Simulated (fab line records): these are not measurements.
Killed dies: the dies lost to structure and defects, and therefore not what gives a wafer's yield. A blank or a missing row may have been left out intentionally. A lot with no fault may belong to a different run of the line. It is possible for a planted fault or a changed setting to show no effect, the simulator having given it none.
What tool caused it?    flow gf180mcu    Sampling: 24 lots, 72 wafers, 5 of 602 route steps

== WHAT EACH GAUGE READ, for each wafer ==
GF_PASSIVATION_THK_MEAS_01.
lot   measured      on             PASSIVATION_CVD_00_THK (nm)
L074  day 28 10:41  film_metro-02  987 998 995
L076  day 28 16:13  film_metro-02  980 1003 1010
L075  day 28 16:28  film_metro-02  992 1011 1010
L077  day 29 10:56  film_metro-01  984 984 984
L078  day 29 18:03  film_metro-02  998 1006 1005
L079  day 30 00:53  film_metro-04  987 999 1007
L081  day 30 08:17  film_metro-01  1003 999 1008
L080  day 30 13:04  film_metro-01  982 1009 997
L082  day 30 20:20  film_metro-04  996 994 1014
L083  day 31 02:50  film_metro-01  999 988 1014
L084  day 31 06:38  film_metro-01  980 972 1012
L085  day 31 16:35  film_metro-02  979 1003 1009
L086  day 31 18:53  film_metro-04  986 1003 989
L087  day 32 02:20  film_metro-02  986 986 997
L088  day 32 04:59  film_metro-02  993 1006 994
L089  day 32 12:31  film_metro-01  982 985 1001
L090  day 32 18:16  film_metro-04  1003 1005 1012
L091  day 33 03:20  film_metro-04  1010 1024 1023
L092  day 33 06:44  film_metro-04  984 984 1002
L093  day 33 07:26  film_metro-01  992 1024 1006
L094  day 33 17:22  film_metro-02  988 992 995
L095  day 33 17:44  film_metro-02  1010 998 1024
L096  day 34 02:50  film_metro-01  993 1016 1006
L097  day 34 06:55  film_metro-02  984 986 997

== WHICH TOOL RAN EACH LOT (tool, then ch and the chambers of the sampled wafers, then the start) ==
lot   GF_V2_ETCH_16                       GF_V2_ETCH_17                                  GF_M3_STRIP_17                        GF_V4_ETCH_16
L074  rie_diel-01 ch 1,3, day 20 14:57    rie_diel-01 ch 1,3, day 21 17:01 or earlier    plasma_asher-02 ch 0,1, day 21 17:01  rie_diel-04 ch 0,1, day 24 18:42
L076  rie_diel-01 ch 0,2, day 20 22:06    rie_diel-01 ch 0,2, day 21 23:53 or earlier    plasma_asher-03 ch 0,1, day 21 23:53  rie_diel-04 ch 0,1,3, day 24 23:33
L075  rie_diel-03 ch 0,2, day 20 23:15    rie_diel-03 ch 0,2, day 22 00:47 or earlier    plasma_asher-04 ch 0,1, day 22 00:47  rie_diel-02 ch 0,3, day 25 00:57
L077  rie_diel-03 ch 0,3, day 21 19:45    rie_diel-03 ch 0,3, day 22 21:04 or earlier    plasma_asher-02 ch 0,1, day 22 21:04  rie_diel-04 ch 0,2,3, day 25 20:05
L078  rie_diel-03 ch 0,2,3, day 22 06:57  rie_diel-03 ch 0,2,3, day 23 07:57 or earlier  plasma_asher-03 ch 0,1, day 23 07:57  rie_diel-03 ch 0,2,3, day 26 05:06
L079  rie_diel-02 ch 1,3, day 22 15:25    rie_diel-02 ch 1,3, day 23 15:42 or earlier    plasma_asher-04 ch 0,1, day 23 15:42  rie_diel-03 ch 0,2,3, day 26 12:17
L081  rie_diel-03 ch 1,2,3, day 22 21:59  rie_diel-03 ch 1,2,3, day 23 22:04 or earlier  plasma_asher-04 ch 0,1, day 23 22:04  rie_diel-04 ch 0,1,3, day 26 20:00
L080  rie_diel-02 ch 0,3, day 23 04:14    rie_diel-02 ch 0,3, day 24 04:37 or earlier    plasma_asher-02 ch 0,1, day 24 04:37  rie_diel-02 ch 0,1,2, day 27 00:26
L082  rie_diel-03 ch 1,2, day 23 13:48    rie_diel-03 ch 1,2, day 24 13:50 or earlier    plasma_asher-02 ch 0,1, day 24 13:50  rie_diel-04 ch 0,2,3, day 27 09:33
L083  rie_diel-02 ch 1,2,3, day 23 21:54  rie_diel-02 ch 1,2,3, day 24 21:44 or earlier  plasma_asher-04 ch 0,1, day 24 21:44  rie_diel-03 ch 0,2,3, day 27 16:27
L084  rie_diel-01 ch 0,1, day 24 06:35    rie_diel-01 ch 0,1, day 25 06:04 or earlier    plasma_asher-03 ch 0,1, day 25 06:04  rie_diel-02 ch 2,3, day 27 23:21
L085  rie_diel-03 ch 0,3, day 24 15:05    rie_diel-03 ch 0,3, day 25 15:21 or earlier    plasma_asher-02 ch 0,1, day 25 15:21  rie_diel-02 ch 1,2,3, day 28 08:57
L086  rie_diel-01 ch 0,1,2, day 24 18:36  rie_diel-01 ch 0,1,2, day 25 18:08 or earlier  plasma_asher-02 ch 0,1, day 25 18:08  rie_diel-04 ch 1,2,3, day 28 11:09
L087  rie_diel-03 ch 0,1,3, day 25 01:54  rie_diel-03 ch 0,1,3, day 26 01:38 or earlier  plasma_asher-03 ch 0,1, day 26 01:38  rie_diel-04 ch 1,2,3, day 28 18:27
L088  rie_diel-02 ch 0,1,3, day 25 04:57  rie_diel-02 ch 0,1,3, day 26 04:46 or earlier  plasma_asher-03 ch 0,1, day 26 04:46  rie_diel-03 ch 1,2,3, day 28 21:04
L089  rie_diel-02 ch 0,1,3, day 25 15:51  rie_diel-02 ch 0,1,3, day 26 14:29 or earlier  plasma_asher-03 ch 0,1, day 26 14:29  rie_diel-03 ch 2,3, day 29 06:27
L090  rie_diel-02 ch 0,3, day 25 23:45    rie_diel-02 ch 0,3, day 26 21:59 or earlier    plasma_asher-02 ch 0,1, day 26 21:59  rie_diel-02 ch 0,2, day 29 13:12
L091  rie_diel-03 ch 0,2, day 26 10:46    rie_diel-03 ch 0,2, day 27 09:28 or earlier    plasma_asher-03 ch 0,1, day 27 09:28  rie_diel-03 ch 0,2, day 30 00:02
L092  rie_diel-02 ch 0,1,3, day 26 13:39  rie_diel-02 ch 0,1,3, day 27 11:56 or earlier  plasma_asher-04 ch 0,1, day 27 11:56  rie_diel-03 ch 1,2,3, day 30 03:17
L093  rie_diel-02 ch 0,1,3, day 26 17:03  rie_diel-02 ch 0,1,3, day 27 15:17 or earlier  plasma_asher-04 ch 1, day 27 15:17    rie_diel-04 ch 0,1,3, day 30 05:12
L094  rie_diel-03 ch 0,1,3, day 27 05:18  rie_diel-03 ch 0,1,3, day 28 02:31 or earlier  plasma_asher-02 ch 0,1, day 28 02:31  rie_diel-04 ch 0,1, day 30 14:59
L095  rie_diel-02 ch 0,3, day 27 05:35    rie_diel-02 ch 0,3, day 28 03:42 or earlier    plasma_asher-02 ch 0,1, day 28 03:42  rie_diel-04 ch 1,2,3, day 30 17:09
L096  rie_diel-02 ch 1,2, day 27 15:48    rie_diel-02 ch 1,2, day 28 13:21 or earlier    plasma_asher-02 ch 0,1, day 28 13:21  rie_diel-04 ch 2,3, day 31 02:42
L097  rie_diel-03 ch 0,1,3, day 27 23:00  rie_diel-03 ch 0,1,3, day 28 19:20 or earlier  plasma_asher-03 ch 0,1, day 28 19:20  rie_diel-03 ch 0,1, day 31 08:15
- GF_V2_ETCH_16: etches BARC in N2/H2.
- GF_V2_ETCH_17: etches SiO2 in C4F8/O2/Ar, stops on TiN, target depth 630 nm.
- GF_M3_STRIP_17: strips in O2/N2.
- GF_V4_ETCH_16: etches BARC in N2/H2.

== AS READ BY THE TOOLS THEMSELVES (means over the sampled wafers that have a number; for cases with no such wafer, the mark the record gives instead) ==
GF_V2_ETCH_16.
lot   tool         drypump_motor_current_A (A)  h2_flow_sccm (sccm)  oes_product_au (a.u.)  rf_fwd_power_W (W)  throttle_valve_pct (%)
L074  rie_diel-01  5.3                          199.4                0.853                  492.0               13.218
L076  rie_diel-01  5.4                          199.7                0.856                  494.2               13.225
L075  rie_diel-03  5.7                          199.6                0.859                  495.0               13.216
L077  rie_diel-03  6.1                          200.0                0.857                  496.8               13.232
L078  rie_diel-03  6.0                          199.9                0.856                  495.7               13.234
L079  rie_diel-02  6.1                          200.4                0.852                  493.7               13.221
L081  rie_diel-03  5.9                          199.2                0.858                  494.1               13.222
L080  rie_diel-02  6.1                          199.8                0.852                  493.5               13.224
L082  rie_diel-03  5.5                          199.3                0.853                  495.9               13.226
L083  rie_diel-02  5.9                          201.0                0.850                  492.9               13.224
L084  rie_diel-01  5.9                          199.9                0.854                  493.5               13.240
L085  rie_diel-03  6.1                          199.6                0.853                  494.3               13.215
L086  rie_diel-01  5.5                          200.2                0.854                  492.3               13.225
L087  rie_diel-03  6.0                          200.1                0.856                  493.1               13.231
L088  rie_diel-02  6.3                          199.9                0.862                  494.6               13.222
L089  rie_diel-02  6.3                          200.4                0.860                  495.2               13.226
L090  rie_diel-02  6.2                          199.7                0.859                  495.9               13.230
L091  rie_diel-03  5.7                          199.6                0.858                  496.8               13.230
L092  rie_diel-02  6.3                          200.8                0.858                  495.0               13.230
L093  rie_diel-02  6.3                          200.2                0.853                  492.7               13.223
L094  rie_diel-03  6.0                          200.5                0.853                  494.7               13.230
L095  rie_diel-02  6.2                          199.7                0.856                  494.9               13.227
L096  rie_diel-02  5.7                          200.2                0.853                  495.2               13.218
L097  rie_diel-03  6.0                          200.3                0.852                  495.5               13.231

GF_V2_ETCH_17.
lot   tool         oes_product_au (a.u.)  rf_fwd_power_W (W)
L074  rie_diel-01  0.858                  1492
L076  rie_diel-01  0.856                  1491
L075  rie_diel-03  0.852                  1493
L077  rie_diel-03  0.855                  1493
L078  rie_diel-03  0.859                  1494
L079  rie_diel-02  0.854                  1491
L081  rie_diel-03  0.857                  1496
L080  rie_diel-02  0.853                  1496
L082  rie_diel-03  0.853                  1489
L083  rie_diel-02  0.854                  1493
L084  rie_diel-01  0.853                  1490
L085  rie_diel-03  0.853                  1496
L086  rie_diel-01  0.851                  1488
L087  rie_diel-03  0.859                  1494
L088  rie_diel-02  0.865                  1490
L089  rie_diel-02  0.860                  1495
L090  rie_diel-02  0.856                  1496
L091  rie_diel-03  0.858                  1493
L092  rie_diel-02  0.860                  1491
L093  rie_diel-02  0.858                  1489
L094  rie_diel-03  0.857                  1488
L095  rie_diel-02  0.855                  1494
L096  rie_diel-02  0.856                  1495
L097  rie_diel-03  0.861                  1490

GF_M3_STRIP_17.
lot   tool             drypump_motor_current_A (A)  heater_power_w (W)  oes_product_au (a.u.)  strip_time_to_endpoint_s (s)
L074  plasma_asher-02  5.7                          312                 0.560                  7.93
L076  plasma_asher-03  5.7                          330                 0.560                  7.85
L075  plasma_asher-04  5.7                          326                 0.561                  7.85
L077  plasma_asher-02  5.5                          320                 0.562                  7.94
L078  plasma_asher-03  5.8                          339                 0.554                  7.85
L079  plasma_asher-04  5.2                          323                 0.557                  7.95
L081  plasma_asher-04  5.2                          322                 0.558                  7.91
L080  plasma_asher-02  5.4                          315                 0.558                  7.88
L082  plasma_asher-02  5.5                          322                 0.558                  7.90
L083  plasma_asher-04  5.2                          324                 0.554                  7.85
L084  plasma_asher-03  5.8                          335                 0.562                  7.93
L085  plasma_asher-02  5.4                          322                 0.555                  7.88
L086  plasma_asher-02  5.7                          308                 0.562                  7.87
L087  plasma_asher-03  5.8                          333                 0.556                  7.84
L088  plasma_asher-03  5.8                          338                 0.552                  7.85
L089  plasma_asher-03  5.8                          341                 0.559                  7.84
L090  plasma_asher-02  5.4                          322                 0.555                  7.84
L091  plasma_asher-03  5.7                          329                 0.560                  7.87
L092  plasma_asher-04  5.3                          326                 0.556                  7.86
L093  plasma_asher-04  4.8                          314                 0.558                  7.85
L094  plasma_asher-02  5.7                          314                 0.555                  7.87
L095  plasma_asher-02  5.4                          321                 0.556                  7.92
L096  plasma_asher-02  5.7                          316                 0.550                  7.81
L097  plasma_asher-03  5.8                          337                 0.561                  7.92

GF_V4_ETCH_16.
lot   tool         drypump_motor_current_A (A)  h2_flow_sccm (sccm)  oes_product_au (a.u.)  rf_fwd_power_W (W)  throttle_valve_pct (%)
L074  rie_diel-04  5.4                          199.4                0.857                  495.6               13.228
L076  rie_diel-04  5.5                          199.9                0.855                  495.7               13.233
L075  rie_diel-02  6.2                          199.9                0.854                  497.4               13.225
L077  rie_diel-04  5.8                          200.2                0.856                  493.5               13.218
L078  rie_diel-03  6.0                          200.0                0.853                  494.9               13.223
L079  rie_diel-03  6.0                          200.4                0.853                  495.5               13.224
L081  rie_diel-04  5.4                          200.4                0.850                  496.6               13.218
L080  rie_diel-02  6.1                          200.3                0.853                  494.9               13.226
L082  rie_diel-04  5.8                          199.7                0.854                  494.7               13.232
L083  rie_diel-03  6.0                          200.3                0.855                  495.1               13.233
L084  rie_diel-02  5.5                          199.5                0.854                  494.8               13.231
L085  rie_diel-02  5.9                          200.2                0.852                  495.0               13.226
L086  rie_diel-04  5.7                          200.5                0.852                  495.4               13.227
L087  rie_diel-04  5.7                          199.5                0.854                  493.6               13.226
L088  rie_diel-03  5.9                          199.8                0.856                  493.7               13.222
L089  rie_diel-03  6.0                          199.3                0.853                  496.7               13.221
L090  rie_diel-02  5.7                          199.2                0.850                  495.0               13.223
L091  rie_diel-03  5.7                          200.1                0.855                  496.2               13.229
L092  rie_diel-03  5.9                          200.0                0.860                  493.6               13.225
L093  rie_diel-04  5.5                          200.0                0.849                  495.3               13.226
L094  rie_diel-04  5.3                          200.0                0.852                  496.4               13.229
L095  rie_diel-04  5.7                          199.3                0.859                  494.4               13.216
L096  rie_diel-04  5.9                          198.9                0.852                  493.1               13.236
L097  rie_diel-03  5.6                          199.8                0.856                  492.8               13.228

== THE ANSWER, worked out from the rows above alone ==
Rule: usual is defined by the lots themselves. The widest of any qualifying gaps counts: lots, ordered by their means at a reading, are off when they make up no more than a third of the lots, leave a main group of 4 or more, and stand apart from it by 3 or more times the standard deviation of that group's means. If all means in a main group match to the digits the tables above print for the reading, that group is not used. Also off: a lot with no number at a reading for which 4 or more lots have one. All remaining lots with rows at the step are treated as sound. The gauges are gone through in route order, then the tools' own readings, and for those a lot's mean is taken as printed above. At the first step where some lot is off, the reading lying furthest off is the one used; lots without a number count as furthest.
Across all readings shown, no lot is off: no conclusion can be drawn from this.

== WHAT WAS PUT IN BY THE SIMULATOR ==
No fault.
